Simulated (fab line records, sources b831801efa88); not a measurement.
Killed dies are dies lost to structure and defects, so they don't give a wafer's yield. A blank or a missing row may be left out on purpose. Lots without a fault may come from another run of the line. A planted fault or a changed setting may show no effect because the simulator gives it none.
Which tool did it? | flow sky130 | 14 lots, 40 wafers sampled, at 1 step of a route of 708

WHAT THE GAUGES READ, wafer by wafer
The record holds no reading of a measuring or inspecting step that can be judged against a usual standard deviation.

WHICH TOOL RAN EACH LOT (tool, then ch and the chambers of the sampled wafers, then the start)
lot  | SKY_VIA2_SOFTBAKE_08
L278 | litho_track-01 ch 0, day 35 17:00
L279 | litho_track-03 ch 0, day 35 22:00
L280 | litho_track-04 ch 0, day 36 04:00
L281 | litho_track-04 ch 0, day 36 15:00
L282 | litho_track-03 ch 0, day 36 22:00
L289 | litho_track-03 ch 0, day 39 04:00
L291 | litho_track-03 ch 0, day 39 18:00
L292 | litho_track-03 ch 0, day 39 20:00
L295 | litho_track-04 ch 0, day 40 18:00
L297 | litho_track-01 ch 0, day 41 10:00
L298 | litho_track-04 ch 0, day 41 14:00
L299 | litho_track-01 ch 0, day 42 02:00
L300 | litho_track-04 ch 0, day 42 04:00
L301 | litho_track-01 ch 0, day 43 14:00
- SKY_VIA2_SOFTBAKE_08: time 90 s.

WHAT THE TOOLS THEMSELVES READ (means of the sampled wafers that have a number; where no wafer has one, the mark that the record gives instead)
SKY_VIA2_SOFTBAKE_08. Usual: heater_power_total_W 57.36 W, standard deviation 0.12; run_length_s 119.26 s, standard deviation 0.27.
lot  | tool           | heater_power_total_W (W) | run_length_s (s) | flag
L278 | litho_track-01 | 57.37                    | 119.05           |
L279 | litho_track-03 | 57.52                    | 119.06           |
L280 | litho_track-04 | 57.40                    | 119.52           |
L281 | litho_track-04 | 57.28                    | 119.58           |
L282 | litho_track-03 | 57.29                    | 119.17           |
L289 | litho_track-03 | 61.82                    | 100.54           | OFF
L291 | litho_track-03 | 59.61                    | 109.94           | OFF
L292 | litho_track-03 | 60.45                    | 106.77           | OFF
L295 | litho_track-04 | 57.31                    | 119.60           |
L297 | litho_track-01 | 57.30                    | 119.10           |
L298 | litho_track-04 | 57.38                    | 119.62           |
L299 | litho_track-01 | 57.44                    | 118.96           |
L300 | litho_track-04 | 57.31                    | 119.60           |
L301 | litho_track-01 | 57.47                    | 119.03           |

THE ANSWER, worked out from the rows above alone
Rule: a lot is off if the mean of its wafers that have a number lies more than 3 standard deviations from the usual mean. A lot without any number at a reading at which 4 lots or more have one is off too. The other lots that the step has rows for count as sound. The gauges are gone through in route order, then the tools' own readings, and for those a lot's mean is taken as printed above. The first step at which some lot is off is used, and at that step the reading that is off furthest; a lot without a number counts as furthest.
Off: L289, L291, L292, at SKY_VIA2_SOFTBAKE_08 (run_length_s).
A tool fits if, at that step or a process step before it, it ran every lot that is off, and no sound lot after the first of them. One fits: litho_track-03 at SKY_VIA2_SOFTBAKE_08. Its last sound lot is L282 (day 36 22:00), its first lot that is off L289 (day 39 04:00): a fault that began between those two fits.
The tool's own readings at SKY_VIA2_SOFTBAKE_08 bear it out: on the lots that are off they differ by more than 5 times the standard deviation of the sound lots' means. heater_power_total_W reads 60.63 W there against 57.37 W on the sound lots; run_length_s reads 105.75 s there against 119.30 s on the sound lots.

WHAT THE SIMULATOR HAD PUT IN
Process parameter drift: litho_track-03, from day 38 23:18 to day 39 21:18, at SKY_VIA2_SOFTBAKE_08. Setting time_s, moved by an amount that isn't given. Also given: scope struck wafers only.
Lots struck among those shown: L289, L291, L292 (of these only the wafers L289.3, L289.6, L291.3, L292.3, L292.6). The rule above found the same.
